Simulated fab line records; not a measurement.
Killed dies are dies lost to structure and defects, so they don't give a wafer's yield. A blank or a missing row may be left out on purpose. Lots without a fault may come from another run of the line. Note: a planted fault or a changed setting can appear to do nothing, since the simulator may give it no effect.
A lot that was struck, set against a sound lot / flow sky130 / 16 steps out of a route of 708
Sound: the wafers L508.2, L508.5, L508.6. Struck: wafer L526.1 (L526.3, L526.4, from the same lot, were not struck and are left out); the cause is given at the end.
Each step with rows lists, per side, the tool, then ch with its chambers, then its first start. Under that, the readings that differ: sound wafers / struck wafers / difference of the means / sigmas: that difference in standard deviations of wafers without a fault.
alike: readings with means less than 2 such deviations apart, plus words and numbers identical on both sides. not compared: withheld readings, readings lacking a value on some wafer, bounds such as >300 that could conceal the same value, and numbers that have no deviation in the record and whose values overlap.
Wherever a step has rows on one side only, a row that says differs or no value, or a row with sigmas, the two part there. When numbers do not overlap yet have no deviation, they are printed without sigmas and do not part them. Lack of a reading on every wafer of one side parts them only where that side has two or more wafers.

first, 2 steps without rows for these wafers: SKY_METAL5_HMDS_08 (prime time 60 s); SKY_METAL5_COAT_09 (resist thk 1800 nm).
SKY_METAL5_SOFTBAKE_10: time 61.79 s.
  sound on litho-track-03 ch 0, day 44 05:55; struck on litho-track-04 ch 0, day 48 12:58
  alike: plate-sensor-t-centre-C, plate-sensor-t-edge-C, resist-line-temp-C
then, 3 steps without rows for these wafers: SKY_METAL5_EXPOSE_11 (exposes mask MM5, target cd 1600 nm); SKY_METAL5_PEB_12; SKY_METAL5_DEVELOP_13 (develop time 60 s).
SKY_METAL5_DESCUM_14: chemistry O2, time 11 s.
  sound on rie-metal-01 ch 0,1, day 44 16:44; struck on rie-metal-04 ch 1, day 48 22:19
  alike: drypump-motor-current-A, oes-product-au
  not compared: rf-hours-counter-h
SKY_METAL5_METAL_ETCH_15: etches the open film in Cl2/BCl3, stops on SiO2, target depth 1260 nm, time 252 s.
  sound on rie-metal-01 ch 0,1, day 44 16:47; struck on rie-metal-04 ch 1, day 48 22:21
  alike: drypump-motor-current-A, oes-product-au, throttle-valve-pct
  not compared: rf-hours-counter-h
SKY_METAL5_STRIP_16: strips in O2/N2.
  sound on plasma-asher-03 ch 0,1, day 44 17:01; struck on plasma-asher-04 ch 1, day 48 22:35
  alike: drypump-motor-current-A, oes-product-au, strip-time-to-endpoint-s
  not compared: rf-hours-counter-h
then, 3 steps without rows for these wafers: SKY_METAL5_STRIP_17 (strips in post etch residue remover, time 1200 s); SKY_METAL5_CLEAN_18 (cleans in IPA, time 180 s); SKY_METAL5_CLEAN_19 (cleans in O3/DIW).
SKY_PASSIVATION_CVD_00: deposits SiO2, target thk 90 nm.
  sound on pecvd-04 ch 1,2, day 44 17:39; struck on pecvd-03 ch 2, day 48 23:13
  alike: heater-power-w, susceptor-temp-C
SKY_PASSIVATION_THK_MEAS_01:
  sound on film-metro-04 at day 44 17:41; struck on film-metro-04 at day 48 23:28
reading=PASSIVATION_CVD_00_THK (nm); sound=89.7 91.1 90.4; struck=80.5; difference=-9.9; sigmas=-8
  not compared: hold
SKY_PASSIVATION_CVD_02: deposits Si3N4, target thk 540 nm.
  sound on pecvd-02 ch 0,1,2, day 44 17:44; struck on pecvd-02 ch 0, day 49 00:28
reading=hold; sound=- - -; struck=await-dispo/0.9h/release; difference=no value on the sound wafers; sigmas=
  alike: heater-power-w, susceptor-temp-C
next, for these wafers, 1 step has no rows: SKY_PAD_OPEN_PROBE_99.

== WHERE THEY PART ==
Last at SKY_PASSIVATION_CVD_02 as far as this record goes, first at SKY_PASSIVATION_THK_MEAS_01.

WHY: whatever the simulator had introduced
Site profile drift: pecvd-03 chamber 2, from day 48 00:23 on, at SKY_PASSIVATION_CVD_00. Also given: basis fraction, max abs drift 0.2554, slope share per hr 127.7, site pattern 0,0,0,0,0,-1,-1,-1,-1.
